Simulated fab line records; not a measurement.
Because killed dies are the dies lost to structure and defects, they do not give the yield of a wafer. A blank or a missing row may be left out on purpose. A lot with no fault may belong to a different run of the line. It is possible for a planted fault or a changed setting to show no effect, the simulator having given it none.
A lot that was struck, set against a sound lot | flow sfq_line | 13 steps out of a route of 325
Sound: wafers L225.1, L225.3, L225.4. Struck: wafer L231.4. (L231.2, L231.3 of the same lot were not struck and are left out.) The cause comes at the end.
At each step with rows: each side's tool, then ch and its chambers, then its first start. Under that, the readings that differ: sound wafers | struck wafers | difference of the means | sigmas: that difference in standard deviations of wafers without a fault.
alike: readings with means less than 2 such deviations apart, plus words and numbers identical on both sides. not compared: withheld readings, readings lacking a value on some wafer, bounds such as >300 that could conceal the same value, and numbers that have no deviation in the record and whose values overlap.
A row with sigmas, a row that says differs or no value, or rows on one side alone: a step with any of these is where the two part. When numbers do not overlap yet have no deviation, they are printed without sigmas and do not part them. A reading missing from all wafers of one side parts the sides only when that side holds two or more wafers.

SFQ_INCOMING_BOW_MEAS_900:
  sound: film_metro-02 at day 1 15:00; struck: film_metro-03 at day 2 21:01
  alike: INCOMING_BOW
then, 1 step without rows for these wafers: SFQ_TRILAYER_INCOMING_OXIDATION_002 (target thk 500 nm, ox time 4939 s).
SFQ_TRILAYER_L0_DEP_SPUTTER_003: material MoNx KI, target thk 40 nm, time 100 s.
  sound: pvd_sputter-05 at day 1 17:29; struck: pvd_sputter-05 at day 2 23:29
  alike: throttle_valve_pct
SFQ_L0_RS_MEAS_901: the measuring method here is four-point-probe.
  sound: film_metro-04 at day 1 17:34; struck: film_metro-02 at day 2 23:35
  alike: L0_MONX_KI_RS
SFQ_L0_THK_MEAS_902: measures by xrf.
  sound: film_metro-04 at day 1 17:41; struck: film_metro-02 at day 2 23:41
  alike: L0_MONX_KI_THK
SFQ_TRILAYER_L0_LITHO_COAT_010: resist thk 62 nm.
  sound on litho_track-03 ch 0, day 1 17:44; struck on litho_track-03 ch 0, day 2 23:47
  reading                                              | sound             | struck | difference | sigmas
  model.BARC_of_TRILAYER_L0_LITHO_COAT_010.thk_nm (nm) | 62.31 62.13 62.21 | 58.29  | -3.93      |
  alike: exhaust_pa
then, 5 steps without rows for these wafers: SFQ_TRILAYER_L0_LITHO_COAT_005 (resist thk 600 nm); SFQ_TRILAYER_L0_LITHO_SOFTBAKE_009; SFQ_TRILAYER_L0_LITHO_EXPOSE_006 (exposes mask L0, target cd 2000 nm); SFQ_TRILAYER_L0_LITHO_PEB_008 (peb time 60 s); SFQ_TRILAYER_L0_LITHO_DEVELOP_007 (time 60 s).
-- the record jumps here: 3 days lie between the struck wafers' starts before and after --
SFQ_TRILAYER_L0_BARC_OPEN_METAL_ETCH_010: etches BARC in O2, target depth 125 nm, time 41.7 s.
  sound on rie_metal-01 ch 0,1, day 4 17:25; struck on rie_metal-03 ch 1, day 5 15:32
  reading                  | sound             | struck | difference | sigmas
  oes_product_au (a.u.)    | 0.685 0.687 0.692 | 0.661  | -0.027     | -5
  model.etch.depth_nm (nm) | 62.31 62.13 62.21 | 58.29  | -3.93      |
  alike: drypump_motor_current_A
  not compared: rf_hours_counter_h
SFQ_TRILAYER_L0_ETCH_METAL_ETCH_008: etches MoNx KI in SF6/O2, stops on SiO2, target depth 50 nm, time 25 s.
  sound on rie_metal-01 ch 0,1, day 4 17:28; struck on rie_metal-03 ch 1, day 5 15:35
  alike: drypump_motor_current_A, oes_product_au
  not compared: rf_hours_counter_h

## WHERE THEY PART
Only at SFQ_TRILAYER_L0_BARC_OPEN_METAL_ETCH_010, within this record. Later steps at which nothing parts them and some readings are alike: SFQ_TRILAYER_L0_ETCH_METAL_ETCH_008.

WHY: what the simulator had put in
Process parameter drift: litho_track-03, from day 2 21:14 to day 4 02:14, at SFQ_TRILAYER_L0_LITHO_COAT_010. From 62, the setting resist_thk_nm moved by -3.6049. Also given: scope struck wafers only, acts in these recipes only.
